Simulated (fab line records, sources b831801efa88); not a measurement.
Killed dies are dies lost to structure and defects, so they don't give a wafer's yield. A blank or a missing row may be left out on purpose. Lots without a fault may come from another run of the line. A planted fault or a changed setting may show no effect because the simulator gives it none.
fab line records | flow sky130
record lots=24 wafers=72 last_day=50
route steps=708 shown METAL1@449 METAL3@532 VIA3@589 PASSIVATION@692
lots that met no fault: from a run of the same line without faults
start_h: hours from the record's first day to the start of the lot's first wafer shown | wait_h: hours since the lot's step before | " the same as in the row above | L1.1+2: a row that stands for several wafers | - no value, or no start given | * or withheld: withheld | < > ~ a bound
route shown NAME@n: a module of which the file shows steps, and the number in the route of the first | usual: mean/standard deviation of fault-free wafers | same: alike in all rows | chamber/n: place in a boat | sites: the reading at each site | _std_site: their standard deviation | _edge_site: outer sites' mean less inner sites' | radius_mm: how far each site lies from the wafer's centre | mask NAME#n: copy n | behind: the tool/chamber that last shaped the wafer | hold: why the lot was held/for how many hours/how that ended | device: the transistor (n, p or np) that didn't switch | end of line: the same wafers' tests at the end of the route | a step without rows: its recipe alone | killed: dies lost to structure and defects at the first sort, not the wafer's yield | map: a wafer's dies, x killed, . not, _ none there
set.NAME: the setting as run; set.NAME@STEP: as run at that earlier step | model.NAME: the simulator's own value behind a step, which no gauge read
steps of the route over a sample of lots; a table a step, a row a wafer
services: from which hour (start_h, from the record's first day; less than 0 if before it) a tool's chamber was out of use, for how many hours, and why
## steps
# step SKY_METAL1_CD_MEAS_15
# recipe target_cd_nm=140
# usual cd_nm=139.8/1.5
# columns lot.wafer tool chamber start_h wait_h cd_nm
L075.2 cd_sem-01 - 758.61 - 142.9
L075.3 " - " " 141.5
L075.6 " - " " 141.5
L074.1 cd_sem-02 - 758.94 - 139.2
L074.5 " - " " 142.0
L074.6 " - " " 139.9
L076.1 cd_sem-01 - 800.94 - 139.8
L076.4 " - " " 138.2
L076.5 " - " " 139.6
L077.1 cd_sem-02 - 801.29 - 138.7
L077.2 " - " " 138.3
L077.4 " - " " 138.7
L078.1 cd_sem-01 - 878.75 - 140.8
L078.2 " - " " 140.3
L078.4 " - " " 142.4
L079.1 cd_sem-01 - 879.90 - 138.6
L079.2 " - " " 139.1
L079.6 " - " " 139.7
L080.2 cd_sem-01 - 880.87 - 141.7
L080.3 " - " " 141.4
L080.4 " - " " 141.9
L083.1 cd_sem-01 - 881.69 - 140.0
L083.4 " - " " 140.2
L083.5 " - " " 140.8
L085.3 cd_sem-01 - 882.08 - 141.4
L085.4 " - " " 140.9
L085.6 " - " " 141.2
L081.1 cd_sem-02 - 883.39 - 138.5
L081.3 " - " " 138.6
L081.4 " - " " 139.8
L084.2 cd_sem-02 - 883.77 - 139.5
L084.3 " - " " 140.3
L084.4 " - " " 140.1
L082.1 cd_sem-02 - 884.21 - 139.4
L082.4 " - " " 140.3
L082.5 " - " " 140.7
L086.1 cd_sem-01 - 886.70 - 141.3
L086.3 " - " " 140.7
L086.4 " - " " 140.0
L088.3 cd_sem-02 - 889.59 - 138.2
L088.4 " - " " 138.7
L088.6 " - " " 138.1
L087.1 cd_sem-01 - 890.70 - 136.5
L087.3 " - " " 137.0
L087.4 " - " " 137.3
L089.1 cd_sem-01 - 891.40 - 140.4
L089.2 " - " " 139.7
L089.5 " - " " 139.4
L090.1 cd_sem-01 - 892.91 - 137.3
L090.4 " - " " 139.8
L090.5 " - " " 138.8
L091.1 cd_sem-02 - 893.25 - 139.1
L091.2 " - " " 139.1
L091.4 " - " " 138.8
L092.1 cd_sem-01 - 894.60 - 139.4
L092.3 " - " " 139.8
L092.4 " - " " 140.4
L093.2 cd_sem-01 - 903.16 - 137.3
L093.5 " - " " 140.3
L093.6 " - " " 138.0
L094.1 cd_sem-01 - 904.94 - 137.6
L094.3 " - " " 138.7
L094.6 " - " " 137.4
L095.1 cd_sem-02 - 908.30 - 142.4
L095.4 " - " " 142.4
L095.5 " - " " 141.9
L096.2 cd_sem-01 - 915.27 - 141.6
L096.4 " - " " 141.2
L096.5 " - " " 141.7
L097.3 cd_sem-01 - 933.38 - 139.6
L097.4 " - " " 140.7
L097.6 " - " " 140.5
# step SKY_METAL1_OVL_MEAS_16
# usual METAL1_OVL=1/6.4
# columns lot.wafer tool chamber start_h wait_h METAL1_OVL[nm]
L075.2 overlay-02 - 758.72 0.1 1
L075.3 " - " " 2
L075.6 " - " " -2
L074.1 overlay-01 - 759.06 0.1 12
L074.5 " - " " 10
L074.6 " - " " 7
L076.1 overlay-01 - 801.06 0.1 9
L076.4 " - " " 11
L076.5 " - " " 9
L077.1 overlay-02 - 801.41 0.1 -7
L077.2 " - " " -1
L077.4 " - " " -6
L078.1 overlay-01 - 878.87 0.1 -2
L078.2 " - " " 0
L078.4 " - " " -3
L079.1 overlay-02 - 880.02 0.1 -8
L079.2 " - " " 0
L079.6 " - " " -7
L080.2 overlay-02 - 880.98 0.1 -1
L080.3 " - " " 9
L080.4 " - " " 5
L083.1 overlay-02 - 881.81 0.1 -1
L083.4 " - " " -3
L083.5 " - " " 3
L085.3 overlay-02 - 882.17 0.1 -5
L085.4 " - " " -4
L085.6 " - " " -9
L081.1 overlay-02 - 883.51 0.1 -3
L081.3 " - " " 2
L081.4 " - " " -2
L084.2 overlay-02 - 883.88 0.1 -11
L084.3 " - " " -10
L084.4 " - " " -6
L082.1 overlay-02 - 884.33 0.1 4
L082.4 " - " " 4
L082.5 " - " " 0
L086.1 overlay-01 - 886.82 0.1 -1
L086.3 " - " " -2
L086.4 " - " " -2
L088.3 overlay-02 - 889.68 0.1 5
L088.4 " - " " -6
L088.6 " - " " 2
L087.1 overlay-02 - 890.82 0.1 12
L087.3 " - " " 13
L087.4 " - " " 15
L089.1 overlay-02 - 891.52 0.1 -1
L089.2 " - " " 3
L089.5 " - " " 3
L090.1 overlay-02 - 893.03 0.1 -7
L090.4 " - " " -3
L090.5 " - " " 0
L091.1 overlay-01 - 893.37 0.1 1
L091.2 " - " " 2
L091.4 " - " " 6
L092.1 overlay-02 - 894.72 0.1 2
L092.3 " - " " 0
L092.4 " - " " -3
L093.2 overlay-02 - 903.27 0.1 7
L093.5 " - " " 10
L093.6 " - " " 10
L094.1 overlay-01 - 905.06 0.1 6
L094.3 " - " " 9
L094.6 " - " " 5
L095.1 overlay-02 - 908.42 0.1 -4
L095.4 " - " " 0
L095.5 " - " " -2
L096.2 overlay-02 - 915.38 0.1 5
L096.4 " - " " 7
L096.5 " - " " 6
L097.3 overlay-01 - 933.47 0.1 3
L097.4 " - " " 0
L097.6 " - " " 5
# step SKY_METAL1_STRIP_20
# recipe chemistry=O2/N2 power_w=1400 pressure_mtorr=1500 platen_temp_c=withheld o2_flow_sccm=3000 n2_flow_sccm=300 overash_fraction=0.5
# usual drypump_motor_current_A=5.8/0.61 oes_product_au=0.343/0.0047 strip_time_to_endpoint_s=2.71/0.038
# columns lot.wafer tool chamber start_h wait_h drypump_motor_current_A oes_product_au rf_hours_counter_h strip_time_to_endpoint_s
L075.2 plasma_asher-04 0 758.93 0.1 5.3 0.345 2 2.75
L075.3 " 0 " " 5.3 0.351 - 2.73
L075.6 " 1 " " 6.5 0.348 - 2.73
L074.1 plasma_asher-01 0 759.28 0.1 5.3 0.334 60 2.64
L074.5 " 0 " " 5.3 0.339 - 2.63
L074.6 " 1 " " 5.6 0.334 - 2.70
L076.1 plasma_asher-02 1 801.28 0.1 5.4 0.340 101 2.66
L076.4 " 1 " " 5.4 0.344 - 2.69
L076.5 " 1 " " 5.4 0.352 - 2.72
L077.1 plasma_asher-04 0 801.82 0.1 5.2 0.343 6 2.71
L077.2 " 1 " " 6.4 0.341 6 2.77
L077.4 " 1 " " 6.4 0.347 - 2.76
L078.1 plasma_asher-02 1 879.28 0.1 5.3 0.336 111 2.69
L078.2 " 0 " " 6.8 0.344 111 2.69
L078.4 " 1 " " 5.4 0.345 - 2.69
L079.1 plasma_asher-02 0 880.43 0.1 6.7 0.340 111 2.70
L079.2 " 1 " " 5.3 0.343 111 2.69
L079.6 " 0 " " 6.8 0.344 - 2.70
L080.2 plasma_asher-04 0 881.28 0.1 5.3 0.339 16 2.77
L080.3 " 1 " " 6.4 0.346 - 2.75
L080.4 " 0 " " 5.3 0.336 - 2.69
L083.1 plasma_asher-04 1 882.22 0.1 6.5 0.340 16 2.66
L083.4 " 0 " " 5.2 0.339 - 2.70
L083.5 " 0 " " 5.2 0.343 - 2.68
L085.3 plasma_asher-04 0 882.60 0.1 5.2 0.357 - 2.72
L085.4 " 1 " " 6.5 0.336 - 2.70
L085.6 " 0 " " 5.2 0.350 - 2.74
L081.1 plasma_asher-01 1 883.92 0.1 5.6 0.336 66 2.71
L081.3 " 1 " " 5.6 0.339 - 2.74
L081.4 " 0 " " 5.3 0.346 - 2.68
L084.2 plasma_asher-04 0 884.28 0.1 5.2 0.352 16 2.77
L084.3 " 0 " " 5.2 0.350 - 2.74
L084.4 " 1 " " 6.5 0.341 - 2.78
L082.1 plasma_asher-01 0 884.55 0.1 5.3 0.334 66 2.71
L082.4 " 0 " " 5.3 0.336 - 2.75
L082.5 " 0 " " 5.3 0.344 - 2.74
L086.1 plasma_asher-01 1 887.23 0.1 5.6 0.345 67 2.70
L086.3 " 0 " " 5.3 0.344 - 2.64
L086.4 " 1 " " 5.6 0.341 - 2.69
L088.3 plasma_asher-04 0 889.92 0.1 5.3 0.345 - 2.72
L088.4 " 1 " " 6.5 0.340 - 2.67
L088.6 " 0 " " 5.3 0.346 - 2.73
L087.1 plasma_asher-04 1 891.23 0.1 6.5 0.346 17 2.74
L087.3 " 1 " " 6.5 0.341 - 2.75
L087.4 " 0 " " 5.2 0.347 - 2.77
L089.1 plasma_asher-02 0 891.74 0.1 6.7 0.345 112 2.67
L089.2 " 1 " " 5.3 0.347 112 2.77
L089.5 " 0 " " 6.7 0.339 - 2.66
L090.1 plasma_asher-02 0 893.43 0.1 6.8 0.344 112 2.75
L090.4 " 0 " " 6.8 0.349 - 2.75
L090.5 " 0 " " 6.8 0.343 - 2.77
L091.1 plasma_asher-01 0 893.59 0.1 5.3 0.340 67 2.67
L091.2 " 1 " " 5.6 0.344 67 2.73
L091.4 " 0 " " 5.3 0.341 - 2.71
L092.1 plasma_asher-04 1 894.95 0.1 6.5 0.345 17 2.78
L092.3 " 1 " " 6.5 0.346 - 2.75
L092.4 " 0 " " 5.2 0.352 - 2.67
L093.2 plasma_asher-02 0 903.48 0.1 6.7 0.350 113 2.71
L093.5 " 1 " " 5.3 0.342 - 2.72
L093.6 " 0 " " 6.7 0.342 - 2.73
L094.1 plasma_asher-04 1 905.28 0.1 6.4 0.352 18 2.74
L094.3 " 0 " " 5.2 0.338 - 2.71
L094.6 " 0 " " 5.2 0.346 - 2.71
L095.1 plasma_asher-04 0 908.65 0.1 5.2 0.340 19 2.70
L095.4 " 0 " " 5.2 0.344 - 2.69
L095.5 " 0 " " 5.2 0.340 - 2.66
L096.2 plasma_asher-04 1 915.60 0.1 6.4 0.335 19 2.70
L096.4 " 1 " " 6.4 0.344 - 2.70
L096.5 " 1 " " 6.5 0.337 - 2.71
L097.3 plasma_asher-04 0 933.72 0.1 5.3 0.350 - 2.71
L097.4 " 1 " " 6.4 0.341 - 2.77
L097.6 " 0 " " 5.3 0.343 - 2.72
# step SKY_METAL3_SPUTTER_00
# recipe material=Ti target_thk_nm=15 power_w=3000 time_s=10 chamber_pressure_pa=0.4
# usual throttle_valve_pct=30.3/0.95
# columns lot.wafer tool chamber start_h wait_h throttle_valve_pct
L075.2 pvd_sputter-03 - 843.12 0.1 31.9
L075.3 " - " " 31.0
L075.6 " - " " 31.8
L074.1 pvd_sputter-04 - 843.63 0.2 30.3
L074.5 " - " " 30.1
L074.6 " - " " 28.8
L076.1 pvd_sputter-03 - 883.88 0.1 32.0
L076.4 " - " " 29.7
L076.5 " - " " 31.3
L077.1 pvd_sputter-04 - 884.57 0.2 30.5
L077.2 " - " " 30.2
L077.4 " - " " 28.7
L078.1 pvd_sputter-02 - 962.03 0.1 30.7
L078.2 " - " " 29.7
L078.4 " - " " 30.8
L080.2 pvd_sputter-04 - 963.26 0.2 30.8
L080.3 " - " " 28.7
L080.4 " - " " 30.0
L079.1 pvd_sputter-03 - 963.56 0.1 31.7
L079.2 " - " " 31.1
L079.6 " - " " 31.3
L083.1 pvd_sputter-02 - 963.69 0.2 31.0
L083.4 " - " " 30.8
L083.5 " - " " 29.7
L085.3 pvd_sputter-03 - 964.54 0.2 30.0
L085.4 " - " " 31.0
L085.6 " - " " 31.7
L081.1 pvd_sputter-02 - 964.59 0.1 29.7
L081.3 " - " " 31.2
L081.4 " - " " 30.9
L084.2 pvd_sputter-04 - 964.84 0.1 29.0
L084.3 " - " " 30.1
L084.4 " - " " 30.1
L082.1 pvd_sputter-02 - 965.37 0.2 29.2
L082.4 " - " " 30.8
L082.5 " - " " 29.1
L086.1 pvd_sputter-04 - 967.85 0.2 30.1
L086.3 " - " " 29.8
L086.4 " - " " 29.1
L088.3 pvd_sputter-04 - 969.47 0.1 28.7
L088.4 " - " " 30.2
L088.6 " - " " 28.9
L087.1 pvd_sputter-04 - 970.11 0.1 28.9
L087.3 " - " " 29.9
L087.4 " - " " 30.0
L089.1 pvd_sputter-03 - 971.48 0.1 31.9
L089.2 " - " " 29.8
L089.5 " - " " 31.3
L090.1 pvd_sputter-04 - 971.81 0.1 28.4
L090.4 " - " " 29.2
L090.5 " - " " 30.2
L091.1 pvd_sputter-03 - 972.41 0.2 31.5
L091.2 " - " " 31.3
L091.4 " - " " 29.9
L092.1 pvd_sputter-02 - 973.46 0.2 31.0
L092.3 " - " " 29.7
L092.4 " - " " 28.7
L093.2 pvd_sputter-03 - 980.63 0.1 31.2
L093.5 " - " " 29.6
L093.6 " - " " 31.3
L094.1 pvd_sputter-04 - 983.53 0.1 30.5
L094.3 " - " " 28.7
L094.6 " - " " 28.9
L095.1 pvd_sputter-02 - 985.93 0.1 28.8
L095.4 " - " " 29.5
L095.5 " - " " 29.2
L096.2 pvd_sputter-03 - 992.93 0.2 31.9
L096.4 " - " " 29.9
L096.5 " - " " 31.3
L097.3 pvd_sputter-04 - 1009.31 0.2 29.7
L097.4 " - " " 30.1
L097.6 " - " " 28.7
# step SKY_VIA3_STRIP_16
# recipe chemistry=O2/N2 power_w=1400 pressure_mtorr=1500 platen_temp_c=withheld o2_flow_sccm=3000 n2_flow_sccm=300 overash_fraction=0.5
# usual drypump_motor_current_A=5.8/0.67 oes_product_au=0.402/0.005 strip_time_to_endpoint_s=4.13/0.03
# columns lot.wafer tool chamber start_h wait_h drypump_motor_current_A oes_product_au rf_hours_counter_h strip_time_to_endpoint_s
L075.2 plasma_asher-02 0 920.62 0.0 6.7 0.403 115 4.15
L075.3 " 1 " " 5.4 0.403 - 4.15
L075.6 " 1 " " 5.4 0.406 - 4.16
L074.1 plasma_asher-03 1 922.57 0.0 4.9 0.410 52 4.18
L074.5 " 0 " " 5.8 0.399 - 4.14
L074.6 " 1 " " 4.9 0.406 - 4.16
L076.1 plasma_asher-04 0 959.77 0.0 5.2 0.396 23 4.14
L076.4 " 0 " " 5.3 0.392 - 4.15
L076.5 " 0 " " 5.3 0.407 - 4.13
L077.1 plasma_asher-02 0 961.91 0.1 6.7 0.404 119 4.14
L077.2 " 1 " " 5.3 0.398 119 4.11
L077.4 " 0 " " 6.7 0.400 - 4.13
L078.1 plasma_asher-04 1 1033.07 0.0 6.5 0.406 30 4.14
L078.2 " 0 " " 5.3 0.409 30 4.17
L078.4 " 0 " " 5.3 0.411 - 4.11
L080.2 plasma_asher-03 0 1034.50 0.0 5.8 0.403 63 4.12
L080.3 " 0 " " 5.8 0.398 - 4.15
L080.4 " 1 " " 4.9 0.393 - 4.08
L079.1 plasma_asher-02 1 1034.91 0.0 5.3 0.395 126 4.14
L079.2 " 0 " " 6.7 0.412 126 4.20
L079.6 " 0 " " 6.7 0.415 - 4.21
L083.1 plasma_asher-04 0 1035.42 0.0 5.2 0.397 31 4.14
L083.4 " 1 " " 6.5 0.402 - 4.15
L083.5 " 1 " " 6.5 0.403 - 4.11
L081.1 plasma_asher-03 1 1036.40 0.0 4.9 0.400 63 4.13
L081.3 " 1 " " 5.0 0.404 - 4.15
L081.4 " 0 " " 5.8 0.407 - 4.14
L085.3 plasma_asher-04 0 1036.45 0.1 5.2 0.406 - 4.15
L085.4 " 1 " " 6.5 0.402 - 4.08
L085.6 " 1 " " 6.5 0.395 - 4.14
L084.2 plasma_asher-02 0 1036.75 0.0 6.7 0.402 126 4.10
L084.3 " 0 " " 6.7 0.400 - 4.06
L084.4 " 1 " " 5.3 0.392 - 4.10
L082.1 plasma_asher-04 0 1037.21 0.0 5.3 0.401 31 4.14
L082.4 " 0 " " 5.2 0.409 - 4.17
L082.5 " 0 " " 5.2 0.405 - 4.15
L086.1 plasma_asher-02 0 1038.05 0.0 6.8 0.404 127 4.12
L086.3 " 0 " " 6.7 0.399 - 4.18
L086.4 " 1 " " 5.3 0.397 - 4.15
L088.3 plasma_asher-02 0 1039.98 0.1 6.7 0.406 - 4.16
L088.4 " 1 " " 5.4 0.400 - 4.09
L088.6 " 1 " " 5.4 0.402 - 4.15
L087.1 plasma_asher-02 0 1041.90 0.0 6.7 0.399 127 4.10
L087.3 " 0 " " 6.7 0.401 - 4.12
L087.4 " 1 " " 5.4 0.402 - 4.18
L090.1 plasma_asher-04 0 1042.85 0.0 5.3 0.395 32 4.15
L090.4 " 1 " " 6.5 0.402 - 4.16
L090.5 " 0 " " 5.3 0.404 - 4.11
L091.1 plasma_asher-02 1 1043.16 0.0 5.4 0.407 127 4.15
L091.2 " 0 " " 6.7 0.402 127 4.16
L091.4 " 0 " " 6.7 0.400 - 4.09
L089.1 plasma_asher-03 1 1043.51 0.0 4.9 0.403 64 4.15
L089.2 " 0 " " 5.8 0.394 64 4.18
L089.5 " 0 " " 5.8 0.393 - 4.13
L092.1 plasma_asher-03 1 1045.01 0.0 4.9 0.408 64 4.15
L092.3 " 0 " " 5.8 0.401 - 4.13
L092.4 " 1 " " 4.9 0.406 - 4.18
L093.2 plasma_asher-03 0 1051.42 0.0 5.8 0.401 65 4.10
L093.5 " 0 " " 5.8 0.416 - 4.17
L093.6 " 1 " " 5.0 0.404 - 4.08
L094.1 plasma_asher-02 0 1053.00 0.0 6.8 0.398 128 4.13
L094.3 " 1 " " 5.4 0.399 - 4.11
L094.6 " 1 " " 5.3 0.399 - 4.12
L095.1 plasma_asher-03 1 1054.72 0.0 5.0 0.402 65 4.16
L095.4 " 0 " " 5.8 0.404 - 4.15
L095.5 " 1 " " 4.9 0.399 - 4.16
L096.2 plasma_asher-03 1 1061.75 0.0 4.9 0.400 66 4.15
L096.4 " 0 " " 5.8 0.401 - 4.13
L096.5 " 1 " " 4.9 0.399 - 4.08
L097.3 plasma_asher-02 0 1076.60 0.1 6.7 0.393 - 4.06
L097.4 " 1 " " 5.3 0.393 - 4.16
L097.6 " 0 " " 6.7 0.394 - 4.09
# step SKY_PASSIVATION_ETCH_11
# recipe chemistry=CF4/O2 target_depth_nm=725 stop_on=AlCu source_w=800 bias_w=150 pressure_mtorr=150 cf4_flow_sccm=80 O2_flow_sccm=10 time_s=161.1
# usual cf4_flow_sccm=79.99/0.23 drypump_motor_current_A=5.7/0.36 oes_product_au=0.978/0.0073 rf_fwd_power_W=796.5/2.5 throttle_valve_pct=5.964/0.01
# columns lot.wafer tool chamber start_h wait_h cf4_flow_sccm drypump_motor_current_A oes_product_au rf_fwd_power_W rf_hours_counter_h throttle_valve_pct
L075.2 rie_diel-02 2 1041.21 - 80.22 6.4 0.973 794.1 8 5.959
L075.3 " 1 " " 80.25 5.6 0.977 793.6 14 5.949
L075.6 " 3 " " 80.01 5.1 0.991 793.8 - 5.967
L074.1 rie_diel-04 1 1044.66 - 80.38 5.2 0.967 798.1 5 5.950
L074.5 " 1 " " 80.33 5.2 0.984 798.0 - 5.967
L074.6 " 2 " " 80.29 6.1 0.982 794.4 - 5.965
L076.1 rie_diel-02 1 1076.26 - 79.90 5.6 0.979 799.3 15 5.966
L076.4 " 0 " " 79.64 5.9 0.977 798.2 25 5.970
L076.5 " 0 " " 79.76 5.9 0.985 792.9 - 5.955
L077.1 rie_diel-04 3 1080.31 - 79.79 5.8 0.965 795.2 18 5.950
L077.2 " 0 " " 80.00 5.5 0.967 798.9 19 5.987
L077.4 " 2 " " 79.89 6.0 0.985 790.4 24 5.965
L078.1 rie_diel-04 0 1143.16 - 79.99 5.4 0.979 800.6 21 5.972
L078.2 " 2 " " 80.38 6.1 0.980 796.5 26 5.970
L078.4 " 1 " " 79.86 5.2 0.984 797.4 8 5.977
L080.2 rie_diel-02 3 1143.31 - 79.87 5.1 0.973 796.2 15 5.954
L080.3 " 1 " " 80.28 5.6 0.965 797.5 18 5.956
L080.4 " 0 " " 79.80 5.9 0.982 790.5 27 5.961
L079.1 rie_diel-03 0 1144.16 - 79.72 5.9 0.976 795.9 15 5.958
L079.2 " 1 " " 79.71 5.5 0.978 801.6 23 5.959
L079.6 " 3 " " 80.07 5.4 0.991 797.8 - 5.982
L083.1 rie_diel-04 0 1144.51 - 80.19 5.4 0.975 796.1 21 5.971
L083.4 " 2 " " 79.64 6.1 0.985 791.3 26 5.963
L083.5 " 3 " " 80.06 5.7 0.993 798.1 - 5.977
L081.1 rie_diel-04 2 1145.14 - 80.00 6.1 0.970 797.0 26 5.963
L081.3 " 0 " " 80.00 5.4 0.982 800.1 21 5.951
L081.4 " 1 " " 79.91 5.2 0.979 797.1 8 5.965
L084.2 rie_diel-03 1 1145.84 - 79.89 5.5 0.971 798.5 23 5.960
L084.3 " 2 " " 79.68 5.6 0.978 801.7 1 5.979
L084.4 " 0 " " 79.98 5.9 0.970 795.1 15 5.972
L085.3 rie_diel-02 3 1146.19 - 79.76 5.1 0.987 796.3 15 5.975
L085.4 " 2 " " 80.21 6.4 0.986 798.1 12 5.967
L085.6 " 3 " " 79.72 5.1 0.991 799.3 - 5.958
L082.1 rie_diel-03 0 1146.54 - 80.06 5.9 0.965 795.6 15 5.973
L082.4 " 3 " " 80.20 5.4 0.985 798.2 16 5.974
L082.5 " 2 " " 80.31 5.6 0.985 792.4 - 5.972
L086.1 rie_diel-03 2 1147.71 - 80.09 5.6 0.979 797.2 1 5.961
L086.3 " 0 " " 79.85 5.9 0.967 794.3 15 5.958
L086.4 " 3 " " 79.97 5.4 0.991 794.3 16 5.951
L088.3 rie_diel-04 0 1148.66 - 80.14 5.4 0.962 797.8 22 5.980
L088.4 " 3 " " 79.85 5.7 0.984 796.0 21 5.964
L088.6 " 1 " " 80.09 5.2 0.974 799.0 - 5.976
L090.1 rie_diel-04 3 1150.26 - 80.14 5.7 0.971 793.2 21 5.955
L090.4 " 2 " " 79.96 6.1 0.990 798.7 27 5.966
L090.5 " 0 " " 79.71 5.3 0.978 797.9 - 5.952
L087.1 rie_diel-02 3 1150.61 - 79.74 5.1 0.967 799.3 15 5.960
L087.3 " 1 " " 79.97 5.6 0.969 792.6 18 5.950
L087.4 " 2 " " 80.14 6.4 0.985 804.1 12 5.964
L091.1 rie_diel-02 1 1152.36 - 79.91 5.6 0.968 792.1 18 5.959
L091.2 " 0 " " 79.84 5.9 0.978 798.0 28 5.956
L091.4 " 2 " " 80.07 6.4 0.985 795.2 12 5.971
L089.1 rie_diel-02 1 1153.76 - 80.38 5.6 0.981 791.7 18 5.943
L089.2 " 2 " " 79.96 6.3 0.976 799.0 12 5.978
L089.5 " 2 " " 80.36 6.3 0.984 799.6 - 5.955
L092.1 rie_diel-03 2 1154.66 - 80.36 5.6 0.969 800.5 1 5.965
L092.3 " 0 " " 79.96 5.9 0.983 795.9 15 5.966
L092.4 " 3 " " 79.88 5.4 0.982 791.5 16 5.970
L093.2 rie_diel-03 2 1159.46 - 79.89 5.7 0.966 802.6 1 5.962
L093.5 " 3 " " 79.92 5.4 0.970 794.6 - 5.959
L093.6 " 2 " " 79.60 5.6 0.982 800.9 - 5.982
L094.1 rie_diel-03 3 1161.21 - 79.61 5.4 0.974 796.3 17 5.956
L094.3 " 0 " " 80.07 5.9 0.961 797.3 15 5.952
L094.6 " 2 " " 80.06 5.7 0.981 796.0 - 5.944
L095.1 rie_diel-04 1 1162.16 - 80.04 5.2 0.975 796.0 9 5.974
L095.4 " 0 " " 80.11 5.4 0.992 799.5 22 5.986
L095.5 " 2 " " 80.04 6.1 0.989 796.5 - 5.963
L096.2 rie_diel-03 3 1170.24 - 79.83 5.4 0.969 794.3 17 5.965
L096.4 " 2 " " 80.20 5.7 0.968 796.1 - 5.965
L096.5 " 3 " " 79.72 5.3 0.971 793.4 - 5.970
L097.3 rie_diel-02 2 1181.76 - 79.79 6.3 0.986 797.5 14 5.957
L097.4 " 0 " " 80.52 5.9 0.974 795.4 29 5.965
L097.6 " 1 " " 80.39 5.6 0.983 796.7 - 5.981
## services
# columns tool chamber start_h hours kind
pvd_sputter-04 - 749.59 3.3 repair
pvd_sputter-04 - 752.64 0.5 repair
pvd_sputter-03 - 768.61 2.6 repair
rie_diel-03 3 772.90 2.5 repair
rie_diel-03 2 783.19 1.8 repair
rie_diel-03 2 832.68 2.2 repair
pvd_sputter-03 - 846.38 2.2 repair
rie_diel-04 1 858.89 1.8 repair
plasma_asher-02 - 880.89 1.8 repair
rie_diel-02 - 882.13 1.2 repair
plasma_asher-02 - 924.88 1.4 repair
plasma_asher-04 - 925.19 4.8 repair
rie_diel-03 - 934.25 4.3 pm
rie_diel-04 - 944.37 14.6 pm
pvd_sputter-03 - 946.46 7.9 repair
rie_diel-02 0 948.48 2.5 repair
rie_diel-04 3 959.14 5.7 repair
rie_diel-04 1 960.11 3.0 repair
plasma_asher-03 - 980.89 3.3 repair
rie_diel-03 2 988.33 1.7 repair
pvd_sputter-04 - 1020.20 3.7 repair
plasma_asher-02 - 1055.25 9.0 pm
plasma_asher-04 - 1095.29 0.8 repair
plasma_asher-04 - 1108.68 9.5 repair
## key
fault none
